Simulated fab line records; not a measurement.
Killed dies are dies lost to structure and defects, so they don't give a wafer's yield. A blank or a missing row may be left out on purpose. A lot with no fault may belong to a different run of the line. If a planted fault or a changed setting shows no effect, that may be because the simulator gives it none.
Which tool is to blame? + flow gf180mcu + 11 lots with 33 wafers sampled at 2 steps, on a route of 602 steps

## WHAT EACH GAUGE READ, for each wafer
GF_STI_THK_MEAS_30.
| lot  | measured    | on           | STI_OXIDATION_02_THK (nm) |
|------|-------------|--------------|---------------------------|
| L112 | day 2 13:13 | filmMetro-01 | 9.84 10.02 10.24          |
| L113 | day 2 18:55 | filmMetro-01 | 10.32 10.44 10.12         |
| L114 | day 2 21:56 | filmMetro-03 | 10.01 10.11 10.14         |
| L115 | day 3 02:08 | filmMetro-04 | 10.12 10.04 10.19         |
| L116 | day 3 10:27 | filmMetro-03 | 10.09 10.18 10.25         |
| L117 | day 3 14:55 | filmMetro-03 | 3.14 3.19 3.09            |
| L120 | day 4 05:55 | filmMetro-01 | 3.27 3.13 3.25            |
| L122 | day 4 15:01 | filmMetro-01 | 10.29 10.20 10.17         |
| L125 | day 5 07:49 | filmMetro-03 | 10.17 9.99 9.83           |
| L133 | day 6 23:44 | filmMetro-04 | 10.22 10.24 10.30         |
| L134 | day 7 04:19 | filmMetro-04 | 10.33 10.33 10.22         |

## WHICH TOOL RAN EACH LOT (tool, then ch and the chambers of the sampled wafers, then the start)
| lot  | GF_STI_OXIDATION_29          |
|------|------------------------------|
| L112 | furnace-01 ch 0, day 2 11:49 |
| L113 | furnace-01 ch 0, day 2 17:31 |
| L114 | furnace-02 ch 0, day 2 20:31 |
| L115 | furnace-01 ch 0, day 3 00:45 |
| L116 | furnace-02 ch 0, day 3 09:02 |
| L117 | furnace-02 ch 0, day 3 13:31 |
| L120 | furnace-02 ch 0, day 4 04:31 |
| L122 | furnace-01 ch 0, day 4 13:37 |
| L125 | furnace-01 ch 0, day 5 06:24 |
| L133 | furnace-01 ch 0, day 6 22:21 |
| L134 | furnace-02 ch 0, day 7 02:55 |
- GF_STI_OXIDATION_29: stabilise 600 s, purge 300 s, target thk 10 nm.

## WHAT THE TOOLS THEMSELVES READ (means of the sampled wafers that have a number; where no wafer has one, the mark that the record gives instead)
GF_STI_OXIDATION_29.
| lot  | tool       | spikeTcBottomC (C) | spikeTcCentreC (C) | spikeTcLowerC (C) | spikeTcTopC (C) | spikeTcUpperC (C) | tubeCenterTempC (C) | tube_center_temp_C_max | zonePowerCentrePct (%) | zonePowerLowerPct (%) | zonePowerTopPct (%) | zonePowerUpperPct (%) |
|------|------------|--------------------|--------------------|-------------------|-----------------|-------------------|---------------------|------------------------|------------------------|-----------------------|---------------------|-----------------------|
| L112 | furnace-01 | 914.0              | 901.2              | 898.9             | 909             | 899.7             | 900                 | 902.4                  | 19.8                   | 18.3                  | 28.8                | 18.6                  |
| L113 | furnace-01 | 913.8              | 900.2              | 896.9             | 910             | 899.9             | 900                 | 902.4                  | 19.7                   | 18.4                  | 29.0                | 18.7                  |
| L114 | furnace-02 | 918.2              | 901.8              | 899.9             | 918             | 901.6             | 900                 | 902.7                  | 20.7                   | 15.5                  | 32.3                | 19.6                  |
| L115 | furnace-01 | 914.2              | 900.9              | 897.7             | 909             | 899.1             | 900                 | 902.2                  | 19.7                   | 18.5                  | 29.1                | 18.5                  |
| L116 | furnace-02 | 916.8              | 902.1              | 900.3             | 918             | 901.9             | 900                 | 902.6                  | 20.5                   | 15.5                  | 32.4                | 19.4                  |
| L117 | furnace-02 | 822.9              | 807.2              | 804.6             | 824             | 805.8             | 804                 | 806.7                  | 16.4                   | 12.1                  | 27.1                | 15.3                  |
| L120 | furnace-02 | 822.7              | 806.7              | 802.8             | 824             | 805.3             | 804                 | 806.5                  | 16.5                   | 12.2                  | 27.2                | 15.3                  |
| L122 | furnace-01 | 914.1              | 900.6              | 897.2             | 910             | 900.5             | 900                 | 902.3                  | 19.9                   | 18.4                  | 28.8                | 18.4                  |
| L125 | furnace-01 | 914.6              | 900.4              | 898.5             | 909             | 899.2             | 900                 | 902.3                  | 20.0                   | 18.4                  | 29.0                | 18.7                  |
| L133 | furnace-01 | 913.3              | 900.5              | 897.2             | 911             | 898.8             | 900                 | 902.3                  | 19.9                   | 18.6                  | 28.8                | 18.8                  |
| L134 | furnace-02 | 917.3              | 900.8              | 899.7             | 918             | 902.1             | 900                 | 902.1                  | 20.4                   | 15.4                  | 32.5                | 19.6                  |

## THE ANSWER, worked out from the rows above alone
Rule: usual is defined by the lots themselves. The widest of any qualifying gaps counts: lots, ordered by their means at a reading, are off when they make up no more than a third of the lots, leave a main group of 4 or more, and stand apart from it by 3 or more times the standard deviation of that group's means. Not used: any main group whose means are identical at the precision the tables above print for the reading. Also off: a lot with no number at a reading for which 4 or more lots have one. Any other lot the step has rows for is counted as sound. First the gauges in route order, then the tools' own readings, where a lot's mean is used as printed above. At the first step where some lot is off, the reading lying furthest off is the one used; lots without a number count as furthest.
Off: L117, L120, seen at GF_STI_THK_MEAS_30 (STI_OXIDATION_02_THK). The main group has a mean of 10.16 nm with a standard deviation of 0.1.
If a tool, at a process step before that reading, ran all the lots that are off and no sound lot after the first of them, it fits. Not tried: the gauges at GF_STI_THK_MEAS_30; whatever is off there is also off at GF_STI_OXIDATION_29, on other tools, and gauge error can't account for it. No candidate that was tried fits.

## WHAT THE SIMULATOR PUT IN
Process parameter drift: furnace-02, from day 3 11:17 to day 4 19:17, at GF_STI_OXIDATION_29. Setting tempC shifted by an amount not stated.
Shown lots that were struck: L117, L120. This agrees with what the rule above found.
